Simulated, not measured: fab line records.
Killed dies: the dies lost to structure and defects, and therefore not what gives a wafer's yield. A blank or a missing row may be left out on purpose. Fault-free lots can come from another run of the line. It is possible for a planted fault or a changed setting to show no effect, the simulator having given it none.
Which tool is to blame?    flow sky130    30 wafers from 10 lots sampled at 2 of the route's 708 steps

WHAT THE GAUGES SHOWED, per wafer
SKY_VIA3_RS_MEAS_22: measurement is done with a four-point probe.
lot   measured      on             VIA3_W_RS (ohm/sq)
L462  day 41 11:56  film_metro-02  0.287 0.288 0.287
L464  day 41 20:16  film_metro-04  0.297 0.294 0.297
L466  day 42 05:18  film_metro-02  0.296 0.295 0.294
L469  day 42 09:31  film_metro-03  0.297 0.295 0.292
L468  day 42 13:19  film_metro-03  0.296 0.300 0.298
L472  day 43 07:10  film_metro-04  0.289 0.292 0.291
L477  day 44 18:25  film_metro-03  0.298 0.295 0.194
L478  day 45 01:21  film_metro-02  0.195 0.302 0.195
L479  day 45 03:13  film_metro-03  0.295 0.287 0.293
L480  day 45 07:02  film_metro-03  0.294 0.295 0.298

WHAT TOOL EACH LOT RAN ON (gives the tool, then ch and the chambers of the sampled wafers, and finally the start)
lot   SKY_VIA3_CVD_21
L462  cvd_w-01 ch 0, day 41 11:41
L464  cvd_w-02 ch 0,1, day 41 20:09
L466  cvd_w-01 ch 0,1, day 42 05:11
L469  cvd_w-02 ch 0,1, day 42 09:23
L468  cvd_w-02 ch 0,1, day 42 13:11
L472  cvd_w-01 ch 1, day 43 06:57
L477  cvd_w-02 ch 0,1, day 44 18:16
L478  cvd_w-02 ch 0,1, day 45 01:13
L479  cvd_w-01 ch 0,1, day 45 03:05
L480  cvd_w-01 ch 1, day 45 06:55
- SKY_VIA3_CVD_21: deposits W, target thk 390 nm, time 117.31 s.

THE ANSWER, worked out from the rows above alone
Rule: the lots themselves supply what counts as usual. Put in order of their means at a reading, lots are off if they are a third of the lots or fewer, leave a main group of 4 or more, and stand apart from it by a gap of 3 or more times the standard deviation of the main group's means; of several such gaps the widest counts. A main group is skipped when, at the precision printed for the reading in the tables above, its means are all equal. A lot without any number at a reading at which 4 lots or more have one is off too. All remaining lots with rows at the step are treated as sound.
Off: L477, L478, seen at SKY_VIA3_RS_MEAS_22 (VIA3_W_RS). The main group: mean 0.294 ohm/sq, standard deviation 0.0032.
A tool fits if, at a process step before that reading, it ran every lot that is off, and no sound lot after the first of them. Gauges at SKY_VIA3_RS_MEAS_22: tried the same way as those tools. One candidate fits, namely cvd_w-02 at SKY_VIA3_CVD_21. Its last sound lot is L468 (day 42 13:11), its first lot that is off L477 (day 44 18:16): a fault that began between those two fits.

WHAT THE SIMULATOR HAD INSERTED
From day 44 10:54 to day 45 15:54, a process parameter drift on cvd_w-02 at SKY_VIA3_CVD_21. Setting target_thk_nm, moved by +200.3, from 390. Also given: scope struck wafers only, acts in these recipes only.
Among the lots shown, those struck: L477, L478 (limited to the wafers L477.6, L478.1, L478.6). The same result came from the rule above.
